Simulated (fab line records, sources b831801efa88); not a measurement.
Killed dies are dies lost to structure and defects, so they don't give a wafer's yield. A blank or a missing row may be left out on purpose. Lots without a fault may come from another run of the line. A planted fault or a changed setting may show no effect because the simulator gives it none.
Split-lot experiment | flow gf180mcu | 5 lots, 23 wafers read, on a route of 602 steps

THE SPLIT
At GF_CONTACT_CVD_24 (deposits W, target thk 300 nm, time 90.339 s), the setting temp_c was moved away from the recipe's 400 C on 6 of the 23 wafers read, by -2.0% to +1.8%. The other wafers ran this setting at the recipe's value.

FROM THE SPLIT TO THE READING: what the file shows between them, 1 step
- GF_CONTACT_RS_MEAS_25: measures by four-point-probe

THE READING
CONTACT_W_THK, in nm, at GF_CONTACT_THK_MEAS_26 (measures by xrf). Fault-free wafers of this fab line usually give 302 nm, standard deviation 3.6 nm.

wafer  | tool, chamber at the split | temp_c as run, C | against the recipe | CONTACT_W_THK, nm | against lot-mates on the recipe
L074.1 | cvd_w-02, 0                | 400              | recipe             | 300               | -
L074.2 | cvd_w-02, 1                | 400              | recipe             | 303               | -
L074.3 | cvd_w-02, 0                | 400              | recipe             | 302               | -
L078.1 | cvd_w-02, 1                | 400              | recipe             | 301               | -
L078.2 | cvd_w-02, 0                | 391.8            | -2.0%              | 255               | -44
L078.3 | cvd_w-02, 0                | 400              | recipe             | 299               | -
L078.4 | cvd_w-02, 1                | 391.8            | -2.0%              | 258               | -41
L078.6 | cvd_w-02, 0                | 400              | recipe             | 298               | -
L081.1 | cvd_w-02, 0                | 407.3            | +1.8%              | 347               | +44
L081.3 | cvd_w-02, 1                | 400              | recipe             | 304               | -
L081.4 | cvd_w-02, 0                | 407.3            | +1.8%              | 346               | +43
L081.5 | cvd_w-02, 0                | 400              | recipe             | 303               | -
L081.6 | cvd_w-02, 1                | 400              | recipe             | 301               | -
L082.1 | cvd_w-02, 1                | 400              | recipe             | 307               | -
L082.3 | cvd_w-02, 1,0              | 400              | recipe             | 309               | -
L082.4 | cvd_w-02, 0                | 400              | recipe             | 305               | -
L082.5 | cvd_w-02, 1                | 400              | recipe             | 306               | -
L082.6 | cvd_w-02, 1,0              | 400              | recipe             | 310               | -
L085.1 | cvd_w-02, 0                | 400              | recipe             | 304               | -
L085.2 | cvd_w-02, 1                | 400              | recipe             | 309               | -
L085.3 | cvd_w-02, 1                | 400              | recipe             | 309               | -
L085.4 | cvd_w-02, 0                | 405.9            | +1.5%              | 343               | +36
L085.6 | cvd_w-02, 1                | 405.9            | +1.5%              | 343               | +36
Where a row lists several chambers, the file gives one row for several wafers and doesn't say which wafer went through which chamber.

THE FIT
A straight line over all 23 wafers: CONTACT_W_THK changes by +23.9 nm for each +1% of temp_c; r = +0.99; the points scatter about the line by 3.5 nm.
The same after taking each lot's own level away (the mean of its wafers on the recipe; 23 wafers): +22.6 nm for each +1%; r = +1.00; scatter 2.1 nm.
On that fit, the largest move of temp_c shifts the reading by 46 nm.
The lots' own levels span 299.3 to 307.4 nm, that is 2.2 times the standard deviation above.
So the lot-to-lot level changes the slope little: the two slopes agree.
Check: with one of the wafers moved furthest among these (-2.0%) left out of the fit, the line predicts -46.1 nm for it against its lot-mates. It came out at -44.3 nm against them.

OTHER SPLITS ON THESE WAFERS
These wafers also went through other splits before the reading. Each is held against what the fit with the lots' levels taken away leaves over:
other split on the same wafers   | wafers away from the commonest value | r with CONTACT_W_THK (lot level and that fit taken away)
GF_CONTACT_ETCH_16 ion_energy_ev | 6                                    | +0.05

THE WHOLE CHAIN: every reading that the file lists as answering this split, in the file's order
step                   | what it does                                 | reading                                                                     | change (the file's fit)              | r (the file's)
GF_CONTACT_CVD_24      | deposits W, target thk 300 nm, time 90.339 s | W_of_CONTACT_CVD_24.thk_nm (the simulator's own value, which no gauge read) | +22.1 nm for each +1% of the setting | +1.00
GF_CONTACT_RS_MEAS_25  | measures by four-point-probe                 | CONTACT_W_RS                                                                | -0.0288 for each +1% of the setting  | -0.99
GF_CONTACT_THK_MEAS_26 | measures by xrf                              | CONTACT_W_THK                                                               | +22.6 for each +1% of the setting    | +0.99

THE FILE'S OWN FIT
CONTACT_W_THK changes by +22.6 nm for each +1% of temp_c, r = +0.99.
